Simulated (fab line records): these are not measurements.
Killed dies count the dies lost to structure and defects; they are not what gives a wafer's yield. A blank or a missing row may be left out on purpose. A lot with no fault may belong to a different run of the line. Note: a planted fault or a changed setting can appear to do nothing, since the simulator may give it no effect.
Which of the tools did it? | flow gf180mcu | 42 wafers from 14 lots sampled at 2 of the route's 602 steps

## WHAT THE GAUGES READ, wafer by wafer
The record holds no reading of a measuring or inspecting step that can be judged against a usual standard deviation.

## EACH LOT AND THE TOOL THAT RAN IT (in order: tool; ch and the chambers of the sampled wafers; start)
lot  | GF_M5_METAL_ETCH_10               | GF_M5_STRIP_11
L703 | rie_metal-04 ch 0,1, day 26 07:34 | plasma_asher-02 ch 0,1, day 26 07:41
L704 | rie_metal-02 ch 0,1, day 26 18:30 | plasma_asher-03 ch 0,1, day 26 18:37
L705 | rie_metal-02 ch 0,1, day 27 00:06 | plasma_asher-02 ch 0,1, day 27 00:14
L706 | rie_metal-04 ch 0,1, day 27 08:18 | plasma_asher-04 ch 1, day 27 08:26
L707 | rie_metal-02 ch 0,1, day 27 10:34 | plasma_asher-02 ch 0,1, day 27 10:42
L709 | rie_metal-01 ch 0, day 28 05:27   | plasma_asher-03 ch 0,1, day 28 05:43
L708 | rie_metal-02 ch 0,1, day 28 12:34 | plasma_asher-03 ch 0,1, day 28 12:41
L714 | rie_metal-04 ch 0,1, day 29 18:58 | plasma_asher-03 ch 0,1, day 29 19:06
L715 | rie_metal-01 ch 0,1, day 30 01:51 | plasma_asher-04 ch 0,1, day 30 01:59
L717 | rie_metal-01 ch 0,1, day 30 17:43 | plasma_asher-02 ch 0,1, day 30 17:50
L721 | rie_metal-01 ch 1, day 31 14:16   | plasma_asher-04 ch 0,1, day 31 14:23
L724 | rie_metal-04 ch 0,1, day 32 07:07 | plasma_asher-03 ch 0,1, day 32 07:14
L725 | rie_metal-01 ch 0,1, day 32 14:39 | plasma_asher-03 ch 0,1, day 32 14:47
L726 | rie_metal-02 ch 0,1, day 32 23:42 | plasma_asher-04 ch 0,1, day 32 23:50
- GF_M5_METAL_ETCH_10: etches the open film in Cl2/BCl3, stops on SiO2, target depth 750.8 nm, time 125.1 s.
- GF_M5_STRIP_11: strips in O2/N2.

## AS READ BY THE TOOLS THEMSELVES (means over the sampled wafers that have a number; for cases with no such wafer, the mark the record gives instead)
GF_M5_METAL_ETCH_10.
lot  | tool         | chamber_pressure_mTorr (mTorr) | drypump_motor_current_A (A) | mfc_cl2_sccm (sccm) | oes_product_au (a.u.) | throttle_valve_pct (%)
L703 | rie_metal-04 | 8.004                          | 5.3                         | 79.97               | 1.000                 | 28.218
L704 | rie_metal-02 | 8.006                          | 5.6                         | 79.80               | 0.988                 | 28.230
L705 | rie_metal-02 | 7.996                          | 5.3                         | 80.10               | 0.987                 | 28.237
L706 | rie_metal-04 | 8.004                          | 5.3                         | 80.08               | 0.993                 | 28.223
L707 | rie_metal-02 | 8.002                          | 5.3                         | 80.01               | 0.760                 | 28.485
L709 | rie_metal-01 | 7.999                          | 5.5                         | 80.09               | 0.998                 | 28.231
L708 | rie_metal-02 | 7.999                          | 5.3                         | 80.10               | 0.763                 | 28.480
L714 | rie_metal-04 | 7.996                          | 5.3                         | 79.94               | 0.991                 | 28.238
L715 | rie_metal-01 | 8.000                          | 5.8                         | 79.96               | 0.992                 | 28.236
L717 | rie_metal-01 | 8.000                          | 5.6                         | 79.96               | 0.991                 | 28.231
L721 | rie_metal-01 | 8.005                          | 5.9                         | 79.97               | 0.991                 | 28.223
L724 | rie_metal-04 | 7.997                          | 5.5                         | 80.05               | 0.990                 | 28.236
L725 | rie_metal-01 | 7.995                          | 5.8                         | 79.86               | 0.996                 | 28.233
L726 | rie_metal-02 | 7.999                          | 5.6                         | 79.97               | 0.995                 | 28.229

GF_M5_STRIP_11.
lot  | tool            | chamber_pressure_mTorr (mTorr) | drypump_motor_current_A (A) | heater_power_w (W) | oes_product_au (a.u.) | strip_time_to_endpoint_s (s)
L703 | plasma_asher-02 | 1500.4                         | 6.3                         | 400                | 0.525                 | 7.04
L704 | plasma_asher-03 | 1500.4                         | 5.8                         | 393                | 0.524                 | 7.03
L705 | plasma_asher-02 | 1500.8                         | 6.2                         | 402                | 0.526                 | 7.05
L706 | plasma_asher-04 | 1500.8                         | 4.7                         | 336                | 0.521                 | 7.01
L707 | plasma_asher-02 | 1499.3                         | 6.3                         | 400                | 0.574                 | 8.17
L709 | plasma_asher-03 | 1500.4                         | 6.0                         | 345                | 0.524                 | 7.03
L708 | plasma_asher-03 | 1500.3                         | 5.8                         | 391                | 0.579                 | 8.18
L714 | plasma_asher-03 | 1499.4                         | 5.8                         | 399                | 0.527                 | 7.06
L715 | plasma_asher-04 | 1500.5                         | 5.2                         | 335                | 0.525                 | 7.07
L717 | plasma_asher-02 | 1500.4                         | 6.2                         | 427                | 0.521                 | 7.04
L721 | plasma_asher-04 | 1500.9                         | 5.2                         | 336                | 0.526                 | 7.04
L724 | plasma_asher-03 | 1500.9                         | 5.8                         | 379                | 0.517                 | 6.98
L725 | plasma_asher-03 | 1499.8                         | 6.0                         | 356                | 0.520                 | 7.04
L726 | plasma_asher-04 | 1499.5                         | 5.2                         | 331                | 0.528                 | 7.03

## THE ANSWER, worked out from the rows above alone
Rule: what is usual is taken from the lots themselves. The widest of any qualifying gaps counts: lots, ordered by their means at a reading, are off when they make up no more than a third of the lots, leave a main group of 4 or more, and stand apart from it by 3 or more times the standard deviation of that group's means. If all means in a main group match to the digits the tables above print for the reading, that group is not used. A lot without any number at a reading at which 4 lots or more have one is off too. All remaining lots with rows at the step are treated as sound. The gauges are gone through in route order, then the tools' own readings, and for those a lot's mean is taken as printed above. The first step at which some lot is off is used, and at that step the reading that is off furthest; a lot without a number counts as furthest.
Off at GF_M5_METAL_ETCH_10 (oes_product_au): L707, L708. The main group: mean 0.993 a.u., standard deviation 0.0037.
A tool fits if, at that step or a process step before it, it ran every lot that is off, and no sound lot after the first of them. Not one of the candidates tried fits.

## WHAT THE SIMULATOR PUT IN
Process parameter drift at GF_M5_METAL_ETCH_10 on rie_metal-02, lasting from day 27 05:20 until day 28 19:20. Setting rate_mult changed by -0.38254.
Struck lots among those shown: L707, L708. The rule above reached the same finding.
